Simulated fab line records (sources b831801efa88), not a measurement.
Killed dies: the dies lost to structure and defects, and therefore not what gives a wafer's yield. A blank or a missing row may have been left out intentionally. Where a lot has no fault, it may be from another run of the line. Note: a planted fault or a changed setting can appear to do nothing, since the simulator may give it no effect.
fab line records :: flow sky130 :: part 2 of 2: steps 23 to 31 of 31
[record]
  lots = 5
  wafers = 15
  last-day = 50
route steps=708 shown CONTACT@421 METAL1@434
lots with no fault: from the same line, run without faults
start-h: hours from the record's first day to the start of the lot's first wafer shown :: wait-h: hours since the lot's step before :: " repeats the value in the row above :: L1.1+2: one row covering several wafers at once :: - either no value or no given start :: * or withheld: withheld :: < > ~ a bound
route shown NAME@n: a module of which the file shows steps, and the number in the route of the first :: usual: mean/standard deviation taken from wafers without a fault :: same: alike in all rows :: chamber/n: place in a boat :: sites: per-site readings :: _std_site: how widely they spread, as a standard deviation :: _edge_site: mean of outer sites minus mean of inner sites :: radius-mm: how far each site lies from the wafer's centre :: mask NAME#n: copy n :: behind: tool/chamber where the wafer was last shaped :: hold: cause of the lot's hold/its duration in hours/its outcome :: device: which transistor (n, p or np) failed to switch :: end of line: tests of these same wafers at the route's end :: a step with no rows: only its recipe :: killed: the dies lost at the first sort to structure and to defects; this is not the yield of the wafer :: map: a wafer's dies, x killed, . not, _ none there
set.NAME: the run value of the setting; set.NAME@STEP: its run value at that earlier step :: model.NAME: the simulator's own value behind a step, which no gauge read
lots at some steps of the route; a table a step, a row a wafer
services: from which hour (start-h, from the record's first day; less than 0 if before it) a tool's chamber was out of use, for how many hours, and why
[[steps]]
[step SKY_METAL1_COAT_09]
[recipe]
  resist = BARC
  temp-c = withheld
  time-s = withheld
  spin-rpm = 3000
  resist-thk-nm = 60
[usual]
  chill-plate-temp-C = *
  resist-line-temp-C = *
lot.wafer: L084.2
tool: litho-track-01
chamber: 0
start-h: 827.77
wait-h: 0.1
chill-plate-temp-C: *
resist-line-temp-C: *

lot.wafer: L084.3
tool: litho-track-01
chamber: 0
start-h: 827.77
wait-h: 0.1
chill-plate-temp-C: *
resist-line-temp-C: *

lot.wafer: L084.6
tool: litho-track-01
chamber: 0
start-h: 827.77
wait-h: 0.1
chill-plate-temp-C: *
resist-line-temp-C: *

lot.wafer: L088.1
tool: litho-track-03
chamber: 0
start-h: 860.85
wait-h: 0.1
chill-plate-temp-C: *
resist-line-temp-C: *

lot.wafer: L088.2
tool: litho-track-03
chamber: 0
start-h: 860.85
wait-h: 0.1
chill-plate-temp-C: *
resist-line-temp-C: *

lot.wafer: L088.5
tool: litho-track-03
chamber: 0
start-h: 860.85
wait-h: 0.1
chill-plate-temp-C: *
resist-line-temp-C: *

lot.wafer: L094.2
tool: litho-track-03
chamber: 0
start-h: 908.17
wait-h: 0.1
chill-plate-temp-C: *
resist-line-temp-C: *

lot.wafer: L094.5
tool: litho-track-03
chamber: 0
start-h: 908.17
wait-h: 0.1
chill-plate-temp-C: *
resist-line-temp-C: *

lot.wafer: L094.6
tool: litho-track-03
chamber: 0
start-h: 908.17
wait-h: 0.1
chill-plate-temp-C: *
resist-line-temp-C: *

lot.wafer: L096.3
tool: litho-track-01
chamber: 0
start-h: 911.45
wait-h: 0.1
chill-plate-temp-C: *
resist-line-temp-C: *

lot.wafer: L096.5
tool: litho-track-01
chamber: 0
start-h: 911.45
wait-h: 0.1
chill-plate-temp-C: *
resist-line-temp-C: *

lot.wafer: L096.6
tool: litho-track-01
chamber: 0
start-h: 911.45
wait-h: 0.1
chill-plate-temp-C: *
resist-line-temp-C: *

lot.wafer: L097.4
tool: litho-track-01
chamber: 0
start-h: 930.77
wait-h: 0.1
chill-plate-temp-C: *
resist-line-temp-C: *

lot.wafer: L097.5
tool: litho-track-01
chamber: 0
start-h: 930.77
wait-h: 0.1
chill-plate-temp-C: *
resist-line-temp-C: *

lot.wafer: L097.6
tool: litho-track-01
chamber: 0
start-h: 930.77
wait-h: 0.1
chill-plate-temp-C: *
resist-line-temp-C: *
[step SKY_METAL1_COAT_10]
[recipe]
  resist = KrF-thick
  spin-rpm = 3000
  resist-thk-nm = 458.3
[usual]
  chill-plate-temp-C = 22.99/0.1
  resist-line-temp-C = 22.98/0.11
lot.wafer: L084.2
tool: litho-track-01
chamber: 0
start-h: -
wait-h: -
chill-plate-temp-C: 22.97
resist-line-temp-C: 22.91

lot.wafer: L084.3
tool: litho-track-01
chamber: 0
start-h: -
wait-h: -
chill-plate-temp-C: 23.16
resist-line-temp-C: 23.11

lot.wafer: L084.6
tool: litho-track-01
chamber: 0
start-h: -
wait-h: -
chill-plate-temp-C: 23.20
resist-line-temp-C: 23.13

lot.wafer: L088.1
tool: litho-track-03
chamber: 0
start-h: -
wait-h: -
chill-plate-temp-C: 23.05
resist-line-temp-C: 23.01

lot.wafer: L088.2
tool: litho-track-03
chamber: 0
start-h: -
wait-h: -
chill-plate-temp-C: 22.91
resist-line-temp-C: 22.87

lot.wafer: L088.5
tool: litho-track-03
chamber: 0
start-h: -
wait-h: -
chill-plate-temp-C: 22.82
resist-line-temp-C: 22.99

lot.wafer: L094.2
tool: litho-track-03
chamber: 0
start-h: -
wait-h: -
chill-plate-temp-C: 22.83
resist-line-temp-C: 23.04

lot.wafer: L094.5
tool: litho-track-03
chamber: 0
start-h: -
wait-h: -
chill-plate-temp-C: 22.88
resist-line-temp-C: 22.98

lot.wafer: L094.6
tool: litho-track-03
chamber: 0
start-h: -
wait-h: -
chill-plate-temp-C: 22.66
resist-line-temp-C: 22.99

lot.wafer: L096.3
tool: litho-track-01
chamber: 0
start-h: -
wait-h: -
chill-plate-temp-C: 22.88
resist-line-temp-C: 22.95

lot.wafer: L096.5
tool: litho-track-01
chamber: 0
start-h: -
wait-h: -
chill-plate-temp-C: 22.77
resist-line-temp-C: 22.90

lot.wafer: L096.6
tool: litho-track-01
chamber: 0
start-h: -
wait-h: -
chill-plate-temp-C: 22.82
resist-line-temp-C: 22.86

lot.wafer: L097.4
tool: litho-track-01
chamber: 0
start-h: -
wait-h: -
chill-plate-temp-C: 22.92
resist-line-temp-C: 22.96

lot.wafer: L097.5
tool: litho-track-01
chamber: 0
start-h: -
wait-h: -
chill-plate-temp-C: 22.95
resist-line-temp-C: 22.83

lot.wafer: L097.6
tool: litho-track-01
chamber: 0
start-h: -
wait-h: -
chill-plate-temp-C: 22.93
resist-line-temp-C: 22.90
[step SKY_METAL1_SOFTBAKE_11]
[recipe]
  temp-c = 100
  time-s = 90
  resist = KrF-thick
[usual]
  chill-plate-temp-C = 23.01/0.11
  resist-line-temp-C = 22.99/0.11
lot.wafer: L084.2
tool: litho-track-01
chamber: 0
start-h: -
wait-h: -
chill-plate-temp-C: 22.91
resist-line-temp-C: 23.07

lot.wafer: L084.3
tool: litho-track-01
chamber: 0
start-h: -
wait-h: -
chill-plate-temp-C: 23.00
resist-line-temp-C: 23.02

lot.wafer: L084.6
tool: litho-track-01
chamber: 0
start-h: -
wait-h: -
chill-plate-temp-C: 23.10
resist-line-temp-C: 22.77

lot.wafer: L088.1
tool: litho-track-03
chamber: 0
start-h: -
wait-h: -
chill-plate-temp-C: 23.26
resist-line-temp-C: 22.98

lot.wafer: L088.2
tool: litho-track-03
chamber: 0
start-h: -
wait-h: -
chill-plate-temp-C: 23.13
resist-line-temp-C: 23.00

lot.wafer: L088.5
tool: litho-track-03
chamber: 0
start-h: -
wait-h: -
chill-plate-temp-C: 23.16
resist-line-temp-C: 23.11

lot.wafer: L094.2
tool: litho-track-03
chamber: 0
start-h: -
wait-h: -
chill-plate-temp-C: 22.85
resist-line-temp-C: 22.94

lot.wafer: L094.5
tool: litho-track-03
chamber: 0
start-h: -
wait-h: -
chill-plate-temp-C: 22.83
resist-line-temp-C: 22.92

lot.wafer: L094.6
tool: litho-track-03
chamber: 0
start-h: -
wait-h: -
chill-plate-temp-C: 23.05
resist-line-temp-C: 23.00

lot.wafer: L096.3
tool: litho-track-01
chamber: 0
start-h: -
wait-h: -
chill-plate-temp-C: 23.02
resist-line-temp-C: 22.90

lot.wafer: L096.5
tool: litho-track-01
chamber: 0
start-h: -
wait-h: -
chill-plate-temp-C: 23.05
resist-line-temp-C: 23.10

lot.wafer: L096.6
tool: litho-track-01
chamber: 0
start-h: -
wait-h: -
chill-plate-temp-C: 22.97
resist-line-temp-C: 22.88

lot.wafer: L097.4
tool: litho-track-01
chamber: 0
start-h: -
wait-h: -
chill-plate-temp-C: 22.96
resist-line-temp-C: 23.03

lot.wafer: L097.5
tool: litho-track-01
chamber: 0
start-h: -
wait-h: -
chill-plate-temp-C: 22.94
resist-line-temp-C: 22.96

lot.wafer: L097.6
tool: litho-track-01
chamber: 0
start-h: -
wait-h: -
chill-plate-temp-C: 23.14
resist-line-temp-C: 22.91
[step SKY_METAL1_EXPOSE_12]
[recipe]
  mask-id = MM1
  na = 0.8
  source-shape = annular
  sigma-inner = 0.55
  sigma-outer = 0.85
  target-cd-nm = 140
  dose-mj = 28
[usual]
  exposure-dose-mJ-cm2 = 28.050/0.029
lot.wafer: L084.2
tool: krf-scanner-01
chamber: 0
start-h: -
wait-h: -
mask: MM1#0
exposure-dose-mJ-cm2: 28.094

lot.wafer: L084.3
tool: krf-scanner-01
chamber: 0
start-h: -
wait-h: -
mask: MM1#0
exposure-dose-mJ-cm2: 28.023

lot.wafer: L084.6
tool: krf-scanner-01
chamber: 0
start-h: -
wait-h: -
mask: MM1#0
exposure-dose-mJ-cm2: 28.104

lot.wafer: L088.1
tool: krf-scanner-01
chamber: 0
start-h: -
wait-h: -
mask: MM1#0
exposure-dose-mJ-cm2: 28.051

lot.wafer: L088.2
tool: krf-scanner-01
chamber: 0
start-h: -
wait-h: -
mask: MM1#0
exposure-dose-mJ-cm2: 28.077

lot.wafer: L088.5
tool: krf-scanner-01
chamber: 0
start-h: -
wait-h: -
mask: MM1#0
exposure-dose-mJ-cm2: 28.095

lot.wafer: L094.2
tool: krf-scanner-01
chamber: 0
start-h: -
wait-h: -
mask: MM1#0
exposure-dose-mJ-cm2: 28.041

lot.wafer: L094.5
tool: krf-scanner-01
chamber: 0
start-h: -
wait-h: -
mask: MM1#0
exposure-dose-mJ-cm2: 28.093

lot.wafer: L094.6
tool: krf-scanner-01
chamber: 0
start-h: -
wait-h: -
mask: MM1#0
exposure-dose-mJ-cm2: 28.076

lot.wafer: L096.3
tool: krf-scanner-02
chamber: 0
start-h: -
wait-h: -
mask: MM1#0
exposure-dose-mJ-cm2: 28.047

lot.wafer: L096.5
tool: krf-scanner-02
chamber: 0
start-h: -
wait-h: -
mask: MM1#0
exposure-dose-mJ-cm2: 28.064

lot.wafer: L096.6
tool: krf-scanner-02
chamber: 0
start-h: -
wait-h: -
mask: MM1#0
exposure-dose-mJ-cm2: 28.047

lot.wafer: L097.4
tool: krf-scanner-02
chamber: 0
start-h: -
wait-h: -
mask: MM1#0
exposure-dose-mJ-cm2: 28.032

lot.wafer: L097.5
tool: krf-scanner-02
chamber: 0
start-h: -
wait-h: -
mask: MM1#0
exposure-dose-mJ-cm2: 28.000

lot.wafer: L097.6
tool: krf-scanner-02
chamber: 0
start-h: -
wait-h: -
mask: MM1#0
exposure-dose-mJ-cm2: 27.991
[step SKY_METAL1_PEB_13]
[recipe]
  peb-temp-c = withheld
  peb-time-s = withheld
  resist = KrF-thick
[usual]
  chill-plate-temp-C = *
  resist-line-temp-C = *
lot.wafer: L084.2
tool: litho-track-01
chamber: 0
start-h: -
wait-h: -
chill-plate-temp-C: *
resist-line-temp-C: *

lot.wafer: L084.3
tool: litho-track-01
chamber: 0
start-h: -
wait-h: -
chill-plate-temp-C: *
resist-line-temp-C: *

lot.wafer: L084.6
tool: litho-track-01
chamber: 0
start-h: -
wait-h: -
chill-plate-temp-C: *
resist-line-temp-C: *

lot.wafer: L088.1
tool: litho-track-03
chamber: 0
start-h: -
wait-h: -
chill-plate-temp-C: *
resist-line-temp-C: *

lot.wafer: L088.2
tool: litho-track-03
chamber: 0
start-h: -
wait-h: -
chill-plate-temp-C: *
resist-line-temp-C: *

lot.wafer: L088.5
tool: litho-track-03
chamber: 0
start-h: -
wait-h: -
chill-plate-temp-C: *
resist-line-temp-C: *

lot.wafer: L094.2
tool: litho-track-02
chamber: 0
start-h: -
wait-h: -
chill-plate-temp-C: *
resist-line-temp-C: *

lot.wafer: L094.5
tool: litho-track-02
chamber: 0
start-h: -
wait-h: -
chill-plate-temp-C: *
resist-line-temp-C: *

lot.wafer: L094.6
tool: litho-track-02
chamber: 0
start-h: -
wait-h: -
chill-plate-temp-C: *
resist-line-temp-C: *

lot.wafer: L096.3
tool: litho-track-01
chamber: 0
start-h: -
wait-h: -
chill-plate-temp-C: *
resist-line-temp-C: *

lot.wafer: L096.5
tool: litho-track-01
chamber: 0
start-h: -
wait-h: -
chill-plate-temp-C: *
resist-line-temp-C: *

lot.wafer: L096.6
tool: litho-track-01
chamber: 0
start-h: -
wait-h: -
chill-plate-temp-C: *
resist-line-temp-C: *

lot.wafer: L097.4
tool: litho-track-03
chamber: 0
start-h: -
wait-h: -
chill-plate-temp-C: *
resist-line-temp-C: *

lot.wafer: L097.5
tool: litho-track-03
chamber: 0
start-h: -
wait-h: -
chill-plate-temp-C: *
resist-line-temp-C: *

lot.wafer: L097.6
tool: litho-track-03
chamber: 0
start-h: -
wait-h: -
chill-plate-temp-C: *
resist-line-temp-C: *
[step SKY_METAL1_DEVELOP_14]
[recipe]
  develop-time-s = 60
  resist = KrF-thick
  dev-temp-c = 21
[usual]
  chill-plate-temp-C = 22.99/0.11
  resist-line-temp-C = 23.01/0.089
lot.wafer: L084.2
tool: litho-track-01
chamber: 0
start-h: -
wait-h: -
chill-plate-temp-C: 23.03
resist-line-temp-C: 23.12

lot.wafer: L084.3
tool: litho-track-01
chamber: 0
start-h: -
wait-h: -
chill-plate-temp-C: 22.88
resist-line-temp-C: 23.00

lot.wafer: L084.6
tool: litho-track-01
chamber: 0
start-h: -
wait-h: -
chill-plate-temp-C: 22.93
resist-line-temp-C: 23.16

lot.wafer: L088.1
tool: litho-track-03
chamber: 0
start-h: -
wait-h: -
chill-plate-temp-C: 23.10
resist-line-temp-C: 23.11

lot.wafer: L088.2
tool: litho-track-03
chamber: 0
start-h: -
wait-h: -
chill-plate-temp-C: 23.10
resist-line-temp-C: 23.00

lot.wafer: L088.5
tool: litho-track-03
chamber: 0
start-h: -
wait-h: -
chill-plate-temp-C: 23.02
resist-line-temp-C: 22.92

lot.wafer: L094.2
tool: litho-track-02
chamber: 0
start-h: -
wait-h: -
chill-plate-temp-C: 23.00
resist-line-temp-C: 23.09

lot.wafer: L094.5
tool: litho-track-02
chamber: 0
start-h: -
wait-h: -
chill-plate-temp-C: 23.07
resist-line-temp-C: 23.02

lot.wafer: L094.6
tool: litho-track-02
chamber: 0
start-h: -
wait-h: -
chill-plate-temp-C: 22.88
resist-line-temp-C: 22.92

lot.wafer: L096.3
tool: litho-track-01
chamber: 0
start-h: -
wait-h: -
chill-plate-temp-C: 22.97
resist-line-temp-C: 23.15

lot.wafer: L096.5
tool: litho-track-01
chamber: 0
start-h: -
wait-h: -
chill-plate-temp-C: 22.77
resist-line-temp-C: 22.96

lot.wafer: L096.6
tool: litho-track-01
chamber: 0
start-h: -
wait-h: -
chill-plate-temp-C: 22.97
resist-line-temp-C: 22.98

lot.wafer: L097.4
tool: litho-track-03
chamber: 0
start-h: -
wait-h: -
chill-plate-temp-C: 22.95
resist-line-temp-C: 22.91

lot.wafer: L097.5
tool: litho-track-03
chamber: 0
start-h: -
wait-h: -
chill-plate-temp-C: 23.07
resist-line-temp-C: 22.87

lot.wafer: L097.6
tool: litho-track-03
chamber: 0
start-h: -
wait-h: -
chill-plate-temp-C: 23.21
resist-line-temp-C: 22.84
[step SKY_METAL1_CD_MEAS_15]
[recipe]
  target-cd-nm = 140
[usual]
  cd-nm = 140.4/1.5
lot.wafer: L084.2
tool: cd-sem-01
chamber: -
start-h: 841.32
wait-h: -
cd-nm: 143.8

lot.wafer: L084.3
tool: cd-sem-01
chamber: -
start-h: 841.32
wait-h: -
cd-nm: 143.5

lot.wafer: L084.6
tool: cd-sem-01
chamber: -
start-h: 841.32
wait-h: -
cd-nm: 141.4

lot.wafer: L088.1
tool: cd-sem-01
chamber: -
start-h: 873.95
wait-h: -
cd-nm: 138.6

lot.wafer: L088.2
tool: cd-sem-01
chamber: -
start-h: 873.95
wait-h: -
cd-nm: 139.4

lot.wafer: L088.5
tool: cd-sem-01
chamber: -
start-h: 873.95
wait-h: -
cd-nm: 140.1

lot.wafer: L094.2
tool: cd-sem-02
chamber: -
start-h: 921.33
wait-h: -
cd-nm: 142.0

lot.wafer: L094.5
tool: cd-sem-02
chamber: -
start-h: 921.33
wait-h: -
cd-nm: 141.1

lot.wafer: L094.6
tool: cd-sem-02
chamber: -
start-h: 921.33
wait-h: -
cd-nm: 141.6

lot.wafer: L096.3
tool: cd-sem-01
chamber: -
start-h: 925.04
wait-h: -
cd-nm: 140.6

lot.wafer: L096.5
tool: cd-sem-01
chamber: -
start-h: 925.04
wait-h: -
cd-nm: 141.2

lot.wafer: L096.6
tool: cd-sem-01
chamber: -
start-h: 925.04
wait-h: -
cd-nm: 139.4

lot.wafer: L097.4
tool: cd-sem-02
chamber: -
start-h: 944.16
wait-h: -
cd-nm: 140.3

lot.wafer: L097.5
tool: cd-sem-02
chamber: -
start-h: 944.16
wait-h: -
cd-nm: 139.8

lot.wafer: L097.6
tool: cd-sem-02
chamber: -
start-h: 944.16
wait-h: -
cd-nm: 140.9
[step SKY_METAL1_OVL_MEAS_16]
[usual]
  METAL1_OVL = -3/5.8
lot.wafer: L084.2
tool: overlay-01
chamber: -
start-h: 841.42
wait-h: 0.1
METAL1_OVL[nm]: -3

lot.wafer: L084.3
tool: overlay-01
chamber: -
start-h: 841.42
wait-h: 0.1
METAL1_OVL[nm]: -4

lot.wafer: L084.6
tool: overlay-01
chamber: -
start-h: 841.42
wait-h: 0.1
METAL1_OVL[nm]: -3

lot.wafer: L088.1
tool: overlay-02
chamber: -
start-h: 874.07
wait-h: 0.1
METAL1_OVL[nm]: 0

lot.wafer: L088.2
tool: overlay-02
chamber: -
start-h: 874.07
wait-h: 0.1
METAL1_OVL[nm]: -3

lot.wafer: L088.5
tool: overlay-02
chamber: -
start-h: 874.07
wait-h: 0.1
METAL1_OVL[nm]: 1

lot.wafer: L094.2
tool: overlay-01
chamber: -
start-h: 921.44
wait-h: 0.1
METAL1_OVL[nm]: -3

lot.wafer: L094.5
tool: overlay-01
chamber: -
start-h: 921.44
wait-h: 0.1
METAL1_OVL[nm]: -2

lot.wafer: L094.6
tool: overlay-01
chamber: -
start-h: 921.44
wait-h: 0.1
METAL1_OVL[nm]: -1

lot.wafer: L096.3
tool: overlay-01
chamber: -
start-h: 925.13
wait-h: 0.1
METAL1_OVL[nm]: 0

lot.wafer: L096.5
tool: overlay-01
chamber: -
start-h: 925.13
wait-h: 0.1
METAL1_OVL[nm]: -3

lot.wafer: L096.6
tool: overlay-01
chamber: -
start-h: 925.13
wait-h: 0.1
METAL1_OVL[nm]: -2

lot.wafer: L097.4
tool: overlay-01
chamber: -
start-h: 944.24
wait-h: 0.1
METAL1_OVL[nm]: -2

lot.wafer: L097.5
tool: overlay-01
chamber: -
start-h: 944.24
wait-h: 0.1
METAL1_OVL[nm]: -3

lot.wafer: L097.6
tool: overlay-01
chamber: -
start-h: 944.24
wait-h: 0.1
METAL1_OVL[nm]: -3
[step SKY_METAL1_DESCUM_17]
[recipe]
  chemistry = O2
  source-power-w = 150
  bias-power-w = 0
  pressure-mtorr = 10
  temp-c = 40
  time-s = 8
[usual]
  chamber-pressure-mTorr = 10.001/0.0089
  drypump-motor-current-A = 5.6/0.4
  he-backside-leak-sccm = 3.21/0.2
  oes-product-au = 1.002/0.013
lot.wafer: L084.2
tool: rie-metal-02
chamber: 1
start-h: 841.45
wait-h: 0.0
chamber-pressure-mTorr: 9.998
drypump-motor-current-A: 5.7
he-backside-leak-sccm: 3.45
oes-product-au: 1.005
rf-hours-counter-h: 11

lot.wafer: L084.3
tool: rie-metal-02
chamber: 1
start-h: 841.45
wait-h: 0.0
chamber-pressure-mTorr: 10.000
drypump-motor-current-A: 5.7
he-backside-leak-sccm: 3.31
oes-product-au: 1.000
rf-hours-counter-h: -

lot.wafer: L084.6
tool: rie-metal-02
chamber: 1
start-h: 841.45
wait-h: 0.0
chamber-pressure-mTorr: 10.001
drypump-motor-current-A: 5.7
he-backside-leak-sccm: 3.31
oes-product-au: 1.005
rf-hours-counter-h: -

lot.wafer: L088.1
tool: rie-metal-02
chamber: 0
start-h: 874.10
wait-h: 0.0
chamber-pressure-mTorr: 10.007
drypump-motor-current-A: 5.5
he-backside-leak-sccm: 3.62
oes-product-au: 1.009
rf-hours-counter-h: 3

lot.wafer: L088.2
tool: rie-metal-02
chamber: 1
start-h: 874.10
wait-h: 0.0
chamber-pressure-mTorr: 10.016
drypump-motor-current-A: 5.7
he-backside-leak-sccm: 3.36
oes-product-au: 0.995
rf-hours-counter-h: 13

lot.wafer: L088.5
tool: rie-metal-02
chamber: 1
start-h: 874.10
wait-h: 0.0
chamber-pressure-mTorr: 9.997
drypump-motor-current-A: 5.8
he-backside-leak-sccm: 3.44
oes-product-au: 1.006
rf-hours-counter-h: -

lot.wafer: L094.2
tool: rie-metal-01
chamber: 1
start-h: 921.48
wait-h: 0.0
chamber-pressure-mTorr: 10.005
drypump-motor-current-A: 6.0
he-backside-leak-sccm: 2.93
oes-product-au: 0.997
rf-hours-counter-h: -

lot.wafer: L094.5
tool: rie-metal-01
chamber: 1
start-h: 921.48
wait-h: 0.0
chamber-pressure-mTorr: 10.003
drypump-motor-current-A: 6.0
he-backside-leak-sccm: 2.92
oes-product-au: 1.006
rf-hours-counter-h: -

lot.wafer: L094.6
tool: rie-metal-01
chamber: 1
start-h: 921.48
wait-h: 0.0
chamber-pressure-mTorr: 9.998
drypump-motor-current-A: 6.0
he-backside-leak-sccm: 2.89
oes-product-au: 0.997
rf-hours-counter-h: -

lot.wafer: L096.3
tool: rie-metal-04
chamber: 0
start-h: 925.16
wait-h: 0.0
chamber-pressure-mTorr: 9.991
drypump-motor-current-A: 5.9
he-backside-leak-sccm: 3.26
oes-product-au: 0.979
rf-hours-counter-h: -

lot.wafer: L096.5
tool: rie-metal-04
chamber: 1
start-h: 925.16
wait-h: 0.0
chamber-pressure-mTorr: 10.012
drypump-motor-current-A: 5.8
he-backside-leak-sccm: 3.14
oes-product-au: 0.992
rf-hours-counter-h: -

lot.wafer: L096.6
tool: rie-metal-04
chamber: 0
start-h: 925.16
wait-h: 0.0
chamber-pressure-mTorr: 9.986
drypump-motor-current-A: 5.9
he-backside-leak-sccm: 3.23
oes-product-au: 0.980
rf-hours-counter-h: -

lot.wafer: L097.4
tool: rie-metal-01
chamber: 1
start-h: 944.29
wait-h: 0.0
chamber-pressure-mTorr: 10.000
drypump-motor-current-A: 6.0
he-backside-leak-sccm: 2.87
oes-product-au: 1.007
rf-hours-counter-h: -

lot.wafer: L097.5
tool: rie-metal-01
chamber: 1
start-h: 944.29
wait-h: 0.0
chamber-pressure-mTorr: 10.017
drypump-motor-current-A: 6.0
he-backside-leak-sccm: 3.04
oes-product-au: 0.998
rf-hours-counter-h: -

lot.wafer: L097.6
tool: rie-metal-01
chamber: 1
start-h: 944.29
wait-h: 0.0
chamber-pressure-mTorr: 10.013
drypump-motor-current-A: 6.0
he-backside-leak-sccm: 2.99
oes-product-au: 0.995
rf-hours-counter-h: -
[[services]]
tool: rie-diel-02
chamber: 3
start-h: 790.03
hours: 23.9
kind: repair

tool: krf-scanner-01
chamber: -
start-h: 790.79
hours: 0.8
kind: pm

tool: krf-scanner-02
chamber: -
start-h: 793.92
hours: 0.8
kind: pm

tool: rie-diel-02
chamber: -
start-h: 815.98
hours: 0.4
kind: repair

tool: cmp-02
chamber: -
start-h: 825.01
hours: 0.3
kind: repair

tool: plasma-asher-01
chamber: -
start-h: 825.82
hours: 2.8
kind: pm

tool: cmp-01
chamber: -
start-h: 828.08
hours: 0.4
kind: repair

tool: krf-scanner-01
chamber: -
start-h: 830.90
hours: 4.6
kind: repair

tool: cvd-w-02
chamber: 1
start-h: 844.92
hours: 16.4
kind: repair

tool: krf-scanner-01
chamber: -
start-h: 846.80
hours: 1.0
kind: pm

tool: krf-scanner-01
chamber: -
start-h: 847.80
hours: 1.3
kind: pm

tool: cmp-02
chamber: -
start-h: 858.69
hours: 2.2
kind: repair

tool: rie-diel-04
chamber: 2
start-h: 863.49
hours: 8.6
kind: repair

tool: wet-bench-04
chamber: -
start-h: 866.36
hours: 0.5
kind: repair

tool: rie-diel-04
chamber: 0
start-h: 882.02
hours: 5.0
kind: repair

tool: rie-diel-02
chamber: 0
start-h: 885.32
hours: 19.8
kind: repair

tool: rie-diel-04
chamber: 1
start-h: 886.93
hours: 14.7
kind: repair

tool: rie-diel-03
chamber: 1
start-h: 890.19
hours: 7.6
kind: repair

tool: rie-diel-03
chamber: 2
start-h: 898.96
hours: 46.7
kind: repair

tool: pvd-sputter-04
chamber: -
start-h: 904.86
hours: 0.8
kind: repair

tool: cmp-02
chamber: -
start-h: 908.55
hours: 2.2
kind: repair

tool: krf-scanner-01
chamber: -
start-h: 920.26
hours: 0.3
kind: repair

tool: cmp-02
chamber: -
start-h: 920.52
hours: 1.4
kind: repair

tool: pvd-sputter-02
chamber: -
start-h: 939.27
hours: 0.7
kind: repair
